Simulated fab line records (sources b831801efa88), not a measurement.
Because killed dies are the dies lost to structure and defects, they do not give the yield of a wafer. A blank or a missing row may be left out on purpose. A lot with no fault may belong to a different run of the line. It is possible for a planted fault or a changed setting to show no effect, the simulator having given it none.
Comparing a struck lot with a sound one -- flow gf180mcu -- 16 out of 602 route steps
Sound: the wafers L259.1, L259.2, L259.6. Struck: wafer L270.2 (left out: L270.1, L270.4 of the same lot, which were not struck); the cause appears at the end.
Each step with rows lists, per side, the tool, then ch with its chambers, then its first start. Under that, the readings that differ: sound wafers -- struck wafers -- difference of the means -- sigmas: that difference in standard deviations of wafers without a fault.
alike: same words and numbers on both sides, and readings whose means sit less than 2 such deviations apart. not compared: any withheld reading, any reading some wafer has no value for, any bound like >300 that may hide the same value, and any number with overlapping values for which the record gives no deviation.
A row with sigmas, a row that says differs or no value, or rows on one side alone: a step with any of these is where the two part. When numbers do not overlap yet have no deviation, they are printed without sigmas and do not part them. Lack of a reading on every wafer of one side parts them only where that side has two or more wafers.

GF_M4_SPUTTER_04: material TiN, target thk 50 nm, time 41.7 s.
  sound: pvd-sputter-04 at day 25 20:00; struck: pvd-sputter-04 at day 29 06:07
  alike: cathode-dc-power-W, throttle-valve-pct
GF_M4_RS_MEAS_05: measures by four-point-probe.
  sound: film-metro-03 at day 25 20:02; struck: film-metro-01 at day 29 06:10
  alike: M4_ALCU_RS
GF_M4_THK_MEAS_06: measures by xrf.
  sound: film-metro-03 at day 25 20:10; struck: film-metro-01 at day 29 06:17
  alike: M4_ALCU_THK
then, 7 steps without rows for these wafers: GF_M4_DEHYDRATE_07 (time 60 s); GF_M4_HMDS_08 (prime time 60 s); GF_M4_COAT_09 (resist thk 1000 nm); GF_M4_SOFTBAKE_10 (time 60 s); GF_M4_EXPOSE_11 (exposes mask Metal4, target cd 280 nm); GF_M4_PEB_12 (peb time 90 s); GF_M4_DEVELOP_13 (develop time 60 s).
GF_M4_CD_MEAS_14: the cd target is 280 nm.
  sound: cd-sem-01 at day 26 16:46; struck: cd-sem-01 at day 30 00:47
  alike: cd-nm
GF_M4_OVL_MEAS_15:
  sound: overlay-02 at day 26 16:53; struck: overlay-02 at day 30 00:54
  alike: M4_OVL
GF_M4_METAL_ETCH_16: etches the open film in Cl2/BCl3, stops on SiO2, target depth 750.8 nm, time 125.1 s.
  sound on rie-metal-01 ch 0,1, day 26 16:55; struck on rie-metal-02 ch 0, day 30 00:56
reading,sound,struck,difference,sigmas
throttle-valve-pct (%),28.250 28.231 28.231,28.202,-0.035,-3
model.KrF_of_M4_COAT_09.thk-nm (nm),679.6 675 676.1,576.7,-100.2,
  alike: bias-w, drypump-motor-current-A, oes-product-au
  not compared: rf-hours-counter-h
GF_M4_STRIP_17: strips in O2/N2.
  sound on plasma-asher-02 ch 0,1, day 26 17:02; struck on plasma-asher-01 ch 0, day 30 01:04
reading,sound,struck,difference,sigmas
heater-power-w (W),287 322 298,348,+46,+2
oes-product-au (a.u.),0.529 0.537 0.540,0.492,-0.043,-8
strip-time-to-endpoint-s (s),7.36 7.29 7.29,6.32,-0.99,-13
  alike: drypump-motor-current-A
  not compared: rf-hours-counter-h
then, 1 step without rows for these wafers: GF_M4_STRIP_18 (strips in post etch residue remover, time 1200 s).
GF_PASSIVATION_PROBE_99:
  the record holds rows for the sound wafers here (prober-02, day 31 20:24) but none for the struck ones

## WHERE THEY PART
Earliest at GF_M4_METAL_ETCH_16; latest, in this record, at GF_PASSIVATION_PROBE_99.

WHY: what had been put in by the simulator
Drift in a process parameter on rie-metal-02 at GF_M4_METAL_ETCH_16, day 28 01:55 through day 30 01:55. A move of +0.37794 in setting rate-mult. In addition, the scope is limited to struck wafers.
